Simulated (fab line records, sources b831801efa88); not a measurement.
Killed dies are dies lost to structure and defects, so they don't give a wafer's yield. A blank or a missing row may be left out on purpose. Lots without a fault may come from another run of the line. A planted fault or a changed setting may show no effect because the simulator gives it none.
fab line records | flow sky130
record lots=5 wafers=15 last_day=50
route steps=708 shown NWELL@58 PWDE@84 VT_ADJUST_HVTP@85
lots that met no fault: from a run of the same line without faults
start_h: hours from the record's first day to the start of the lot's first wafer shown | wait_h: hours since the lot's step before | " the same as in the row above | L1.1+2: a row that stands for several wafers | - no value, or no start given | * or withheld: withheld | < > ~ a bound
route shown NAME@n: a module of which the file shows steps, and the number in the route of the first | usual: mean/standard deviation of fault-free wafers | same: alike in all rows | chamber/n: place in a boat | sites: the reading at each site | _std_site: their standard deviation | _edge_site: outer sites' mean less inner sites' | radius_mm: how far each site lies from the wafer's centre | mask NAME#n: copy n | behind: the tool/chamber that last shaped the wafer | hold: why the lot was held/for how many hours/how that ended | device: the transistor (n, p or np) that didn't switch | end of line: the same wafers' tests at the end of the route | a step without rows: its recipe alone | killed: dies lost to structure and defects at the first sort, not the wafer's yield | map: a wafer's dies, x killed, . not, _ none there
set.NAME: the setting as run; set.NAME@STEP: as run at that earlier step | model.NAME: the simulator's own value behind a step, which no gauge read
lots at some steps of the route; a table a step, a row a wafer
services: from which hour (start_h, from the record's first day; less than 0 if before it) a tool's chamber was out of use, for how many hours, and why
## steps
# step SKY_NWELL_COAT_05
# recipe spin_rpm=2000 resist_thk_nm=3000
# usual chill_plate_temp_C=22.97/0.12
# columns lot.wafer tool chamber start_h wait_h chill_plate_temp_C
L082.2 litho_track-03 0 128.49 0.1 22.88
L082.3 " 0 " " 22.82
L082.4 " 0 " " 22.74
L087.3 litho_track-04 0 151.22 0.1 23.12
L087.4 " 0 " " 23.01
L087.5 " 0 " " 22.89
L088.1 litho_track-01 0 161.18 0.1 22.97
L088.3 " 0 " " 22.73
L088.4 " 0 " " 22.71
L089.1 litho_track-04 0 165.57 0.1 22.99
L089.2 " 0 " " 22.91
L089.5 " 0 " " 22.91
L097.1 litho_track-04 0 208.92 0.1 22.95
L097.4 " 0 " " 22.92
L097.5 " 0 " " 23.04
# step SKY_NWELL_SOFTBAKE_06
# recipe temp_c=110 time_s=withheld
# usual chill_plate_temp_C=23.01/0.1 plate_temp_C=110.02/0.13
# columns lot.wafer tool chamber start_h wait_h chill_plate_temp_C plate_temp_C
L082.2 litho_track-03 0 128.65 0.1 22.87 110.14
L082.3 " 0 " " 22.98 110.23
L082.4 " 0 " " 22.79 109.96
L087.3 litho_track-04 0 151.39 0.1 22.92 110.16
L087.4 " 0 " " 23.01 109.81
L087.5 " 0 " " 22.98 110.05
L088.1 litho_track-01 0 161.33 0.1 23.08 110.07
L088.3 " 0 " " 23.03 110.27
L088.4 " 0 " " 22.95 110.04
L089.1 litho_track-04 0 165.72 0.1 23.01 110.07
L089.2 " 0 " " 23.06 109.93
L089.5 " 0 " " 22.99 109.83
L097.1 litho_track-04 0 209.07 0.1 22.96 109.93
L097.4 " 0 " " 22.92 110.16
L097.5 " 0 " " 22.98 110.06
# step SKY_NWELL_EXPOSE_07
# recipe mask_id=NWM na=0.6 source_shape=conventional sigma_outer=0.6 polarization=unpolarized target_cd_nm=840 dose_mj=255
# usual exposure_dose_mJ_cm2=255.03/0.29 reticle_temp_C=22.99/0.11 stage_vel_mm_s=499.98/0.25
# columns lot.wafer tool chamber start_h wait_h mask exposure_dose_mJ_cm2 reticle_temp_C stage_vel_mm_s
L082.2 iline_stepper-01 0 - - NWM#0 254.93 22.95 499.91
L082.3 " 0 " " NWM#0 254.91 22.92 499.48
L082.4 " 0 " " NWM#0 255.02 22.91 499.68
L087.3 iline_stepper-02 0 - - NWM#0 255.39 22.93 500.06
L087.4 " 0 " " NWM#0 255.17 22.95 499.91
L087.5 " 0 " " NWM#0 255.00 22.95 500.26
L088.1 iline_stepper-01 0 - - NWM#0 254.82 22.99 499.68
L088.3 " 0 " " NWM#0 255.01 22.74 499.52
L088.4 " 0 " " NWM#0 255.26 22.87 500.01
L089.1 iline_stepper-01 0 - - NWM#0 255.19 23.15 499.58
L089.2 " 0 " " NWM#0 254.83 23.20 500.26
L089.5 " 0 " " NWM#0 255.44 23.07 500.19
L097.1 iline_stepper-02 0 - - NWM#0 255.53 22.86 499.78
L097.4 " 0 " " NWM#0 254.86 23.00 500.13
L097.5 " 0 " " NWM#0 255.09 22.91 499.91
# step SKY_NWELL_PEB_08
# recipe temp_c=115 time_s=withheld
# usual chill_plate_temp_C=22.99/0.1 plate_temp_C=114.98/0.15
# columns lot.wafer tool chamber start_h wait_h chill_plate_temp_C plate_temp_C
L082.2 litho_track-04 0 - - 22.91 115.03
L082.3 " 0 " " 22.95 115.19
L082.4 " 0 " " 22.93 115.18
L087.3 litho_track-03 0 - - 23.04 114.84
L087.4 " 0 " " 23.14 114.87
L087.5 " 0 " " 23.20 114.90
L088.1 litho_track-03 0 - - 23.10 114.97
L088.3 " 0 " " 23.03 114.93
L088.4 " 0 " " 23.17 115.06
L089.1 litho_track-03 0 - - 22.94 114.99
L089.2 " 0 " " 23.05 115.02
L089.5 " 0 " " 22.94 115.05
L097.1 litho_track-04 0 - - 23.02 115.13
L097.4 " 0 " " 23.01 115.04
L097.5 " 0 " " 22.86 114.97
# step SKY_NWELL_DEVELOP_09
# recipe wall_angle_deg=90 developer=TMAH develop_time_s=60 dev_temp_c=23
# usual chill_plate_temp_C=23.02/0.098
# same develop_time_s=60
# columns lot.wafer tool chamber start_h wait_h chill_plate_temp_C
L082.2 litho_track-04 0 - - 23.01
L082.3 " 0 " " 22.96
L082.4 " 0 " " 22.93
L087.3 litho_track-03 0 - - 23.05
L087.4 " 0 " " 23.05
L087.5 " 0 " " 23.03
L088.1 litho_track-03 0 - - 22.84
L088.3 " 0 " " 22.95
L088.4 " 0 " " 22.90
L089.1 litho_track-03 0 - - 22.95
L089.2 " 0 " " 22.70
L089.5 " 0 " " 22.92
L097.1 litho_track-04 0 - - 23.15
L097.4 " 0 " " 23.04
L097.5 " 0 " " 23.11
# step SKY_NWELL_OVL_MEAS_10
# usual NWELL_00_OVL=-0.1/1.3
# columns lot.wafer tool chamber start_h wait_h NWELL_00_OVL[nm]
L082.2 overlay-02 - 138.53 - -1.9
L082.3 " - " " -1.2
L082.4 " - " " 1.3
L087.3 overlay-02 - 161.68 - -0.8
L087.4 " - " " -0.3
L087.5 " - " " 0.9
L088.1 overlay-02 - 172.07 - -1.5
L088.3 " - " " 0.1
L088.4 " - " " -1.2
L089.1 overlay-02 - 175.92 - -0.6
L089.2 " - " " 1.0
L089.5 " - " " 0.4
L097.1 overlay-02 - 219.72 - -1.3
L097.4 " - " " 0.9
L097.5 " - " " -0.3
# step SKY_NWELL_IMPLANT_11
# recipe species=P energy_kev=400 dose_cm2=1.9e+13 tilt_deg=withheld
# columns lot.wafer tool chamber start_h wait_h
L082.2+3+4 implanter-02 0 138.58 0.0
L087.3+4+5 implanter-04 0 161.76 0.1
L088.1+3+4 implanter-02 0 172.11 0.0
L089.1+2+5 implanter-04 0 175.96 0.0
L097.1+4+5 implanter-03 0 219.76 0.0
# step SKY_NWELL_IMPLANT_12
# recipe species=P energy_kev=120 dose_cm2=1.3e+12 tilt_deg=withheld
# columns lot.wafer tool chamber start_h wait_h
L082.2+3+4 implanter-02 0 138.73 0.1
L087.3+4+5 implanter-04 0 161.91 0.1
L088.1+3+4 implanter-02 0 172.26 0.1
L089.1+2+5 implanter-04 0 176.11 0.1
L097.1+4+5 implanter-03 0 219.91 0.1
# step SKY_NWELL_IMPLANT_13
# recipe species=P energy_kev=50 dose_cm2=7e+11 tilt_deg=withheld
# columns lot.wafer tool chamber start_h wait_h
L082.2+3+4 implanter-02 0 138.88 0.1
L087.3+4+5 implanter-04 0 162.06 0.1
L088.1+3+4 implanter-02 0 172.41 0.1
L089.1+2+5 implanter-04 0 176.26 0.1
L097.1+4+5 implanter-03 0 220.06 0.1
# step SKY_NWELL_STRIP_14
# recipe chemistry=O2/N2 power_w=1400 pressure_mtorr=1500 platen_temp_c=withheld o2_flow_sccm=3000 n2_flow_sccm=300 overash_fraction=0.5
# usual drypump_motor_current_A=5.6/0.58 oes_product_au=0.723/0.0047 strip_time_to_endpoint_s=36.92/0.087
# columns lot.wafer tool chamber start_h wait_h drypump_motor_current_A oes_product_au rf_hours_counter_h strip_time_to_endpoint_s
L082.2 plasma_asher-02 1 139.01 0.1 5.3 0.727 38 36.97
L082.3 " 1 " " 5.3 0.714 - 37.00
L082.4 " 0 " " 6.7 0.729 - 36.99
L087.3 plasma_asher-04 1 162.19 0.1 5.1 0.719 - 36.93
L087.4 " 0 " " 5.6 0.731 - 37.09
L087.5 " 1 " " 5.1 0.713 - 37.02
L088.1 plasma_asher-04 0 172.56 0.1 5.6 0.719 33 36.87
L088.3 " 0 " " 5.6 0.725 - 36.97
L088.4 " 1 " " 5.1 0.724 - 36.83
L089.1 plasma_asher-04 0 176.41 0.1 5.6 0.725 34 37.01
L089.2 " 1 " " 5.2 0.724 34 36.96
L089.5 " 1 " " 5.2 0.721 - 36.97
L097.1 plasma_asher-02 1 220.21 0.1 5.3 0.717 47 36.77
L097.4 " 1 " " 5.3 0.722 - 36.80
L097.5 " 1 " " 5.3 0.723 - 36.83
# step SKY_NWELL_TW_MEAS_15
# usual NWELL_TW=1813/25
# columns lot.wafer tool chamber start_h wait_h NWELL_TW
L082.2 film_metro-03 - 139.12 0.1 1797
L082.3 " - " " 1785
L082.4 " - " " 1795
L087.3 film_metro-03 - 162.28 0.1 1786
L087.4 " - " " 1787
L087.5 " - " " 1789
L088.1 film_metro-03 - 172.66 0.1 1792
L088.3 " - " " 1792
L088.4 " - " " 1782
L089.1 film_metro-03 - 176.51 0.1 1783
L089.2 " - " " 1780
L089.5 " - " " 1790
L097.1 film_metro-04 - 220.31 0.1 1844
L097.4 " - " " 1844
L097.5 " - " " 1849
# step SKY_NWELL_DEHYDRATE_16
# recipe temp_c=200 time_s=60
# usual chill_plate_temp_C=23.00/0.093 plate_temp_C=199.94/0.15
# columns lot.wafer tool chamber start_h wait_h chill_plate_temp_C plate_temp_C
L082.2 litho_track-01 0 148.06 8.9 23.08 199.86
L082.3 " 0 " " 22.96 199.89
L082.4 " 0 " " 23.07 200.00
L087.3 litho_track-04 0 172.17 9.9 22.96 199.84
L087.4 " 0 " " 23.10 199.89
L087.5 " 0 " " 22.92 199.99
L088.1 litho_track-01 0 182.68 10.0 23.00 200.03
L088.3 " 0 " " 22.96 199.86
L088.4 " 0 " " 23.12 200.11
L089.1 litho_track-04 0 186.42 9.9 23.02 199.82
L089.2 " 0 " " 23.00 199.75
L089.5 " 0 " " 22.96 199.82
L097.1 litho_track-01 0 230.93 10.6 22.95 200.06
L097.4 " 0 " " 22.99 199.98
L097.5 " 0 " " 22.97 200.19
# step SKY_NWELL_HMDS_17
# recipe prime_time_s=60 prime_temp_c=120
# usual chill_plate_temp_C=23.01/0.092
# columns lot.wafer tool chamber start_h wait_h chill_plate_temp_C
L082.2 litho_track-01 0 148.21 0.1 22.99
L082.3 " 0 " " 23.12
L082.4 " 0 " " 22.92
L087.3 litho_track-04 0 172.32 0.1 23.01
L087.4 " 0 " " 23.07
L087.5 " 0 " " 22.97
L088.1 litho_track-01 0 182.83 0.1 23.12
L088.3 " 0 " " 23.09
L088.4 " 0 " " 22.91
L089.1 litho_track-04 0 186.57 0.1 23.16
L089.2 " 0 " " 23.18
L089.5 " 0 " " 22.94
L097.1 litho_track-01 0 231.08 0.1 23.04
L097.4 " 0 " " 23.09
L097.5 " 0 " " 23.13
# step SKY_NWELL_COAT_18
# recipe spin_rpm=2000 resist_thk_nm=3000
# usual chill_plate_temp_C=23.00/0.11
# columns lot.wafer tool chamber start_h wait_h chill_plate_temp_C
L082.2 litho_track-01 0 148.36 0.1 22.91
L082.3 " 0 " " 22.96
L082.4 " 0 " " 23.06
L087.3 litho_track-04 0 172.47 0.1 22.90
L087.4 " 0 " " 22.92
L087.5 " 0 " " 22.89
L088.1 litho_track-01 0 182.98 0.1 22.89
L088.3 " 0 " " 22.96
L088.4 " 0 " " 22.83
L089.1 litho_track-04 0 186.72 0.1 23.17
L089.2 " 0 " " 23.08
L089.5 " 0 " " 23.09
L097.1 litho_track-01 0 231.23 0.1 23.15
L097.4 " 0 " " 23.07
L097.5 " 0 " " 23.22
# step SKY_NWELL_SOFTBAKE_19
# recipe temp_c=110 time_s=withheld
# usual chill_plate_temp_C=23.00/0.099 plate_temp_C=110.00/0.13
# columns lot.wafer tool chamber start_h wait_h chill_plate_temp_C plate_temp_C
L082.2 litho_track-01 0 148.51 0.1 23.12 110.32
L082.3 " 0 " " 23.09 109.96
L082.4 " 0 " " 22.93 109.87
L087.3 litho_track-04 0 172.64 0.1 22.99 110.28
L087.4 " 0 " " 23.05 110.09
L087.5 " 0 " " 22.93 110.11
L088.1 litho_track-01 0 183.13 0.1 23.08 109.89
L088.3 " 0 " " 22.96 109.79
L088.4 " 0 " " 23.11 109.86
L089.1 litho_track-04 0 186.87 0.1 22.86 109.96
L089.2 " 0 " " 22.94 109.95
L089.5 " 0 " " 22.88 109.84
L097.1 litho_track-01 0 231.38 0.1 23.04 109.97
L097.4 " 0 " " 23.03 110.21
L097.5 " 0 " " 23.10 110.14
# step SKY_NWELL_EXPOSE_20
# recipe mask_id=NWM_COMPLEMENT na=0.6 source_shape=conventional sigma_outer=0.6 polarization=unpolarized target_cd_nm=840 dose_mj=260
# usual exposure_dose_mJ_cm2=260.02/0.28 reticle_temp_C=23.00/0.13 stage_vel_mm_s=499.99/0.23
# columns lot.wafer tool chamber start_h wait_h mask exposure_dose_mJ_cm2 reticle_temp_C stage_vel_mm_s
L082.2 iline_stepper-01 0 - - NWM_COMPLEMENT#0 260.30 22.87 499.82
L082.3 " 0 " " NWM_COMPLEMENT#0 259.71 23.01 499.98
L082.4 " 0 " " NWM_COMPLEMENT#0 260.04 22.93 499.77
L087.3 iline_stepper-02 0 - - NWM_COMPLEMENT#0 259.49 22.93 499.92
L087.4 " 0 " " NWM_COMPLEMENT#0 259.58 22.98 500.22
L087.5 " 0 " " NWM_COMPLEMENT#0 259.83 23.04 500.14
L088.1 iline_stepper-02 0 - - NWM_COMPLEMENT#0 260.05 22.88 500.23
L088.3 " 0 " " NWM_COMPLEMENT#0 259.99 22.97 500.49
L088.4 " 0 " " NWM_COMPLEMENT#0 259.53 22.97 499.93
L089.1 iline_stepper-01 0 - - NWM_COMPLEMENT#0 260.24 22.78 500.12
L089.2 " 0 " " NWM_COMPLEMENT#0 259.65 22.90 499.90
L089.5 " 0 " " NWM_COMPLEMENT#0 260.09 22.82 499.90
L097.1 iline_stepper-01 0 - - NWM_COMPLEMENT#0 260.49 23.03 500.08
L097.4 " 0 " " NWM_COMPLEMENT#0 260.57 23.15 499.72
L097.5 " 0 " " NWM_COMPLEMENT#0 260.71 22.90 499.84
# step SKY_NWELL_PEB_21
# recipe temp_c=115 time_s=withheld
# usual chill_plate_temp_C=23.01/0.092 plate_temp_C=115.02/0.14
# columns lot.wafer tool chamber start_h wait_h chill_plate_temp_C plate_temp_C
L082.2 litho_track-04 0 - - 23.16 115.01
L082.3 " 0 " " 22.96 115.04
L082.4 " 0 " " 23.00 114.91
L087.3 litho_track-03 0 - - 22.99 114.98
L087.4 " 0 " " 22.95 115.03
L087.5 " 0 " " 23.07 115.02
L088.1 litho_track-01 0 - - 23.02 114.88
L088.3 " 0 " " 22.99 114.96
L088.4 " 0 " " 23.00 114.78
L089.1 litho_track-04 0 - - 23.06 115.08
L089.2 " 0 " " 23.07 114.95
L089.5 " 0 " " 22.94 114.88
L097.1 litho_track-01 0 - - 23.00 115.13
L097.4 " 0 " " 23.04 115.10
L097.5 " 0 " " 23.19 114.92
# step SKY_NWELL_DEVELOP_22
# recipe wall_angle_deg=90 developer=TMAH develop_time_s=60 dev_temp_c=23
# usual chill_plate_temp_C=22.99/0.092
# same develop_time_s=60
# columns lot.wafer tool chamber start_h wait_h chill_plate_temp_C
L082.2 litho_track-04 0 - - 23.09
L082.3 " 0 " " 23.06
L082.4 " 0 " " 23.06
L087.3 litho_track-03 0 - - 22.92
L087.4 " 0 " " 22.87
L087.5 " 0 " " 22.91
L088.1 litho_track-01 0 - - 23.01
L088.3 " 0 " " 22.88
L088.4 " 0 " " 22.90
L089.1 litho_track-04 0 - - 22.91
L089.2 " 0 " " 22.98
L089.5 " 0 " " 22.94
L097.1 litho_track-01 0 - - 23.06
L097.4 " 0 " " 23.10
L097.5 " 0 " " 23.02
# step SKY_NWELL_OVL_MEAS_23
# usual NWELL_01_OVL=0.6/1.5
# columns lot.wafer tool chamber start_h wait_h NWELL_01_OVL[nm]
L082.2 overlay-02 - 158.68 - 0.3
L082.3 " - " " 1.6
L082.4 " - " " 2.8
L087.3 overlay-02 - 183.28 - 1.2
L087.4 " - " " 2.2
L087.5 " - " " 1.7
L088.1 overlay-02 - 193.93 - 1.5
L088.3 " - " " 2.5
L088.4 " - " " 3.6
L089.1 overlay-02 - 198.17 - 3.1
L089.2 " - " " 2.4
L089.5 " - " " 2.3
L097.1 overlay-01 - 242.88 - 0.6
L097.4 " - " " 2.0
L097.5 " - " " 0.4
# step SKY_NWELL_IMPLANT_24
# recipe species=B energy_kev=140 dose_cm2=9.2e+12 tilt_deg=withheld
# columns lot.wafer tool chamber start_h wait_h
L082.2+3+4 implanter-04 0 158.73 0.0
L087.3+4+5 implanter-02 0 183.36 0.1
L088.1+3+4 implanter-04 0 193.97 0.0
L089.1+2+5 implanter-04 0 198.21 0.0
L097.1+4+5 implanter-03 0 242.92 0.0
# step SKY_NWELL_STRIP_25
# recipe chemistry=O2/N2 power_w=1400 pressure_mtorr=1500 platen_temp_c=withheld o2_flow_sccm=3000 n2_flow_sccm=300 overash_fraction=0.5
# usual drypump_motor_current_A=5.5/0.53 oes_product_au=0.722/0.0043 strip_time_to_endpoint_s=36.93/0.078
# columns lot.wafer tool chamber start_h wait_h drypump_motor_current_A oes_product_au rf_hours_counter_h strip_time_to_endpoint_s
L082.2 plasma_asher-02 0 158.86 0.1 6.8 0.717 41 37.00
L082.3 " 0 " " 6.8 0.719 - 36.91
L082.4 " 1 " " 5.3 0.732 - 36.92
L087.3 plasma_asher-02 1 183.49 0.1 5.3 0.726 - 36.94
L087.4 " 0 " " 6.8 0.719 - 36.91
L087.5 " 1 " " 5.3 0.719 - 37.05
L088.1 plasma_asher-01 0 194.12 0.1 5.0 0.720 55 36.91
L088.3 " 0 " " 4.9 0.726 - 36.98
L088.4 " 1 " " 5.6 0.722 - 36.91
L089.1 plasma_asher-01 0 198.36 0.1 4.9 0.717 55 36.86
L089.2 " 1 " " 5.6 0.718 55 36.95
L089.5 " 1 " " 5.6 0.718 - 36.85
L097.1 plasma_asher-01 0 243.07 0.1 4.9 0.720 60 37.00
L097.4 " 0 " " 4.9 0.729 - 37.06
L097.5 " 0 " " 4.9 0.719 - 36.97
# step SKY_NWELL_TW_MEAS_26
# usual NWELL_2_TW=494/5.9
# columns lot.wafer tool chamber start_h wait_h NWELL_2_TW
L082.2 film_metro-03 - 158.97 0.1 491
L082.3 " - " " 489
L082.4 " - " " 489
L087.3 film_metro-02 - 183.58 0.1 497
L087.4 " - " " 494
L087.5 " - " " 494
L088.1 film_metro-04 - 194.22 0.1 504
L088.3 " - " " 504
L088.4 " - " " 507
L089.1 film_metro-04 - 198.46 0.1 505
L089.2 " - " " 506
L089.5 " - " " 507
L097.1 film_metro-03 - 243.17 0.1 487
L097.4 " - " " 491
L097.5 " - " " 490
# step SKY_NWELL_CLEAN_27
# recipe chemistry=SC1/SC2 mix=1:4:20 temp_c=70 time_s=150 dry=n2_spin
# columns lot.wafer tool chamber start_h wait_h
L082.2+3+4 wet_bench-04 0 159.02 0.0
L087.3+4+5 wet_bench-04 2 183.62 0.0
L088.1+3+4 wet_bench-02 1 194.28 0.1
L089.1+2+5 wet_bench-04 1 198.52 0.1
L097.1+4+5 wet_bench-04 0 243.23 0.1
# step SKY_NWELL_RTA_28
# recipe temp_c=1050 time_s=30 idle_temp_c=650 ramp_up_c_per_s=150 ramp_down_c_per_s=90 ambient=N2
# usual lamp_power_pct=25.30/0.056 wafer_temp_C_max=1054.9/0.93
# columns lot.wafer tool chamber start_h wait_h lamp_power_pct wafer_temp_C_max
L082.2 rtp_anneal-02 0 159.08 0.0 25.38 1057.2
L082.3 " 0 " " 25.31 1056.0
L082.4 " 0 " " 25.20 1055.0
L087.3 rtp_anneal-02 0 183.70 0.0 25.30 1055.7
L087.4 " 0 " " 25.28 1055.1
L087.5 " 0 " " 25.35 1054.4
L088.1 rtp_anneal-01 0 194.33 0.0 25.33 1054.7
L088.3 " 0 " " 25.36 1057.3
L088.4 " 0 " " 25.26 1054.6
L089.1 rtp_anneal-02 0 198.57 0.0 25.42 1054.0
L089.2 " 0 " " 25.27 1054.6
L089.5 " 0 " " 25.29 1056.1
L097.1 rtp_anneal-02 0 243.28 0.0 25.35 1055.1
L097.4 " 0 " " 25.33 1053.7
L097.5 " 0 " " 25.36 1053.9
# step SKY_NWELL_RS_MEAS_29
# recipe thk_meas_gauge=four-point-probe
# usual NWELL_RS=624.6/2
# columns lot.wafer tool chamber start_h wait_h NWELL_RS[ohm/sq]
L082.2 film_metro-04 - 159.19 0.1 625.1
L082.3 " - " " 624.8
L082.4 " - " " 624.0
L087.3 film_metro-03 - 183.81 0.1 625.9
L087.4 " - " " 625.6
L087.5 " - " " 626.4
L088.1 film_metro-04 - 194.43 0.1 625.9
L088.3 " - " " 626.8
L088.4 " - " " 626.6
L089.1 film_metro-03 - 198.67 0.1 629.2
L089.2 " - " " 627.5
L089.5 " - " " 630.9
L097.1 film_metro-03 - 243.38 0.1 622.0
L097.4 " - " " 622.6
L097.5 " - " " 623.7
# step SKY_NWELL_RS_MEAS_31
# recipe thk_meas_gauge=four-point-probe
# usual PWDE_RS=5346/18
# columns lot.wafer tool chamber start_h wait_h PWDE_RS[ohm/sq]
L082.2 film_metro-04 - 159.43 0.1 5330
L082.3 " - " " 5314
L082.4 " - " " 5363
L087.3 film_metro-03 - 184.05 0.1 5311
L087.4 " - " " 5308
L087.5 " - " " 5296
L088.1 film_metro-04 - 194.67 0.1 5350
L088.3 " - " " 5371
L088.4 " - " " 5382
L089.1 film_metro-03 - 198.91 0.1 5318
L089.2 " - " " 5340
L089.5 " - " " 5354
L097.1 film_metro-03 - 243.62 0.1 5361
L097.4 " - " " 5341
L097.5 " - " " 5353
# step SKY_VT_ADJUST_HVTP_DEHYDRATE_00
# recipe temp_c=200 time_s=60
# usual chill_plate_temp_C=22.99/0.096 plate_temp_C=200.00/0.18
# columns lot.wafer tool chamber start_h wait_h chill_plate_temp_C plate_temp_C
L082.2 litho_track-03 0 168.94 9.5 23.04 200.06
L082.3 " 0 " " 22.98 199.95
L082.4 " 0 " " 23.00 199.52
L087.3 litho_track-01 0 193.98 9.9 23.04 199.98
L087.4 " 0 " " 22.97 199.84
L087.5 " 0 " " 22.83 199.85
L088.1 litho_track-03 0 205.42 10.7 22.98 199.87
L088.3 " 0 " " 23.05 199.95
L088.4 " 0 " " 22.91 200.17
L089.1 litho_track-01 0 209.48 10.6 22.87 199.78
L089.2 " 0 " " 22.91 200.01
L089.5 " 0 " " 22.90 199.96
L097.1 litho_track-01 0 254.68 11.0 22.93 199.96
L097.4 " 0 " " 22.99 199.69
L097.5 " 0 " " 23.01 199.92
# step SKY_VT_ADJUST_HVTP_HMDS_01
# recipe prime_time_s=62.78 prime_temp_c=120
# usual chill_plate_temp_C=23.02/0.086
# columns lot.wafer tool chamber start_h wait_h chill_plate_temp_C
L082.2 litho_track-03 0 169.09 0.1 23.04
L082.3 " 0 " " 23.04
L082.4 " 0 " " 23.03
L087.3 litho_track-01 0 194.13 0.1 23.12
L087.4 " 0 " " 22.84
L087.5 " 0 " " 23.07
L088.1 litho_track-03 0 205.57 0.1 23.01
L088.3 " 0 " " 23.08
L088.4 " 0 " " 22.94
L089.1 litho_track-01 0 209.63 0.1 22.89
L089.2 " 0 " " 22.95
L089.5 " 0 " " 22.89
L097.1 litho_track-01 0 254.83 0.1 22.89
L097.4 " 0 " " 23.04
L097.5 " 0 " " 22.95
# step SKY_VT_ADJUST_HVTP_COAT_02
# recipe resist=NOVOLAK spin_rpm=3000 resist_thk_nm=1140
# usual chill_plate_temp_C=23.00/0.12
# columns lot.wafer tool chamber start_h wait_h chill_plate_temp_C
L082.2 litho_track-03 0 169.24 0.1 23.10
L082.3 " 0 " " 23.26
L082.4 " 0 " " 23.19
L087.3 litho_track-01 0 194.28 0.1 22.93
L087.4 " 0 " " 22.92
L087.5 " 0 " " 23.01
L088.1 litho_track-03 0 205.72 0.1 22.86
L088.3 " 0 " " 22.84
L088.4 " 0 " " 22.93
L089.1 litho_track-01 0 209.78 0.1 23.01
L089.2 " 0 " " 22.87
L089.5 " 0 " " 22.88
L097.1 litho_track-01 0 254.98 0.1 22.79
L097.4 " 0 " " 22.68
L097.5 " 0 " " 22.79
# step SKY_VT_ADJUST_HVTP_SOFTBAKE_03
# recipe temp_c=90 time_s=60 resist=NOVOLAK
# usual chill_plate_temp_C=23.00/0.11 plate_temp_C=90.01/0.13
# columns lot.wafer tool chamber start_h wait_h chill_plate_temp_C plate_temp_C
L082.2 litho_track-03 0 169.39 0.1 22.97 90.14
L082.3 " 0 " " 22.77 90.25
L082.4 " 0 " " 22.90 90.34
L087.3 litho_track-01 0 194.43 0.1 22.85 89.88
L087.4 " 0 " " 23.00 90.01
L087.5 " 0 " " 22.99 90.25
L088.1 litho_track-03 0 205.87 0.1 23.07 90.11
L088.3 " 0 " " 23.00 90.18
L088.4 " 0 " " 23.14 90.02
L089.1 litho_track-01 0 209.93 0.1 23.18 90.01
L089.2 " 0 " " 23.05 89.98
L089.5 " 0 " " 23.01 89.95
L097.1 litho_track-01 0 255.13 0.1 23.04 90.01
L097.4 " 0 " " 22.90 90.04
L097.5 " 0 " " 22.96 89.88
# step SKY_VT_ADJUST_HVTP_EXPOSE_04
# recipe mask_id=HVTPM na=0.6 source_shape=conventional sigma_outer=0.6 polarization=unpolarized target_cd_nm=380 dose_mj=140
# usual exposure_dose_mJ_cm2=141.41/0.19 reticle_temp_C=22.99/0.11 stage_vel_mm_s=499.95/0.23
# columns lot.wafer tool chamber start_h wait_h mask exposure_dose_mJ_cm2 reticle_temp_C stage_vel_mm_s
L082.2 iline_stepper-02 0 - - HVTPM#0 141.15 22.95 499.77
L082.3 " 0 " " HVTPM#0 141.22 23.01 499.84
L082.4 " 0 " " HVTPM#0 141.28 22.91 499.92
L087.3 iline_stepper-02 0 - - HVTPM#0 141.37 22.99 499.92
L087.4 " 0 " " HVTPM#0 141.17 22.93 500.02
L087.5 " 0 " " HVTPM#0 141.18 22.96 499.85
L088.1 iline_stepper-02 0 - - HVTPM#0 141.29 22.74 500.28
L088.3 " 0 " " HVTPM#0 141.34 22.83 500.03
L088.4 " 0 " " HVTPM#0 141.17 22.97 500.47
L089.1 iline_stepper-01 0 - - HVTPM#0 141.56 23.00 500.01
L089.2 " 0 " " HVTPM#0 141.46 23.16 499.99
L089.5 " 0 " " HVTPM#0 141.50 23.01 500.02
L097.1 iline_stepper-02 0 - - HVTPM#0 141.27 22.90 499.96
L097.4 " 0 " " HVTPM#0 141.47 23.14 499.53
L097.5 " 0 " " HVTPM#0 141.37 22.98 499.70
# step SKY_VT_ADJUST_HVTP_PEB_05
# recipe temp_c=withheld time_s=* resist=NOVOLAK
# usual chill_plate_temp_C=*
# columns lot.wafer tool chamber start_h wait_h chill_plate_temp_C
L082.2 litho_track-03 0 - - *
L082.3 " 0 " " *
L082.4 " 0 " " *
L087.3 litho_track-01 0 - - *
L087.4 " 0 " " *
L087.5 " 0 " " *
L088.1 litho_track-03 0 - - *
L088.3 " 0 " " *
L088.4 " 0 " " *
L089.1 litho_track-03 0 - - *
L089.2 " 0 " " *
L089.5 " 0 " " *
L097.1 litho_track-03 0 - - *
L097.4 " 0 " " *
L097.5 " 0 " " *
# step SKY_VT_ADJUST_HVTP_DEVELOP_06
# recipe resist=NOVOLAK developer=TMAH develop_time_s=58.02 dev_temp_c=23
# usual chill_plate_temp_C=22.98/0.1
# same develop_time_s=58.02
# columns lot.wafer tool chamber start_h wait_h chill_plate_temp_C
L082.2 litho_track-03 0 179.54 0.1 22.80
L082.3 " 0 " " 22.94
L082.4 " 0 " " 22.84
L087.3 litho_track-01 0 204.93 0.1 23.04
L087.4 " 0 " " 23.06
L087.5 " 0 " " 23.05
L088.1 litho_track-03 0 217.52 0.1 22.94
L088.3 " 0 " " 23.18
L088.4 " 0 " " 22.82
L089.1 litho_track-03 0 221.47 0.1 23.03
L089.2 " 0 " " 23.13
L089.5 " 0 " " 23.06
L097.1 litho_track-03 0 267.72 0.1 22.99
L097.4 " 0 " " 23.07
L097.5 " 0 " " 22.90
## services
# columns tool chamber start_h hours kind
plasma_asher-04 - 131.74 15.6 pm
implanter-04 - 138.51 3.2 pm
implanter-03 - 140.01 2.8 repair
iline_stepper-01 - 154.89 2.4 repair
implanter-03 - 155.75 10.2 pm
plasma_asher-02 - 172.05 6.5 repair
implanter-03 - 172.86 2.8 repair
iline_stepper-01 - 183.85 2.1 pm
plasma_asher-04 - 185.71 7.7 repair
iline_stepper-01 - 185.93 - consumable_replace:lamp
plasma_asher-04 - 192.23 6.0 repair
iline_stepper-01 - 208.30 1.7 pm
plasma_asher-02 - 230.92 0.4 repair
wet_bench-02 - 241.72 0.6 repair
iline_stepper-01 0 247.66 - calibration
implanter-02 - 256.64 3.9 repair
wet_bench-04 - 257.30 2.0 repair
## key
fault none
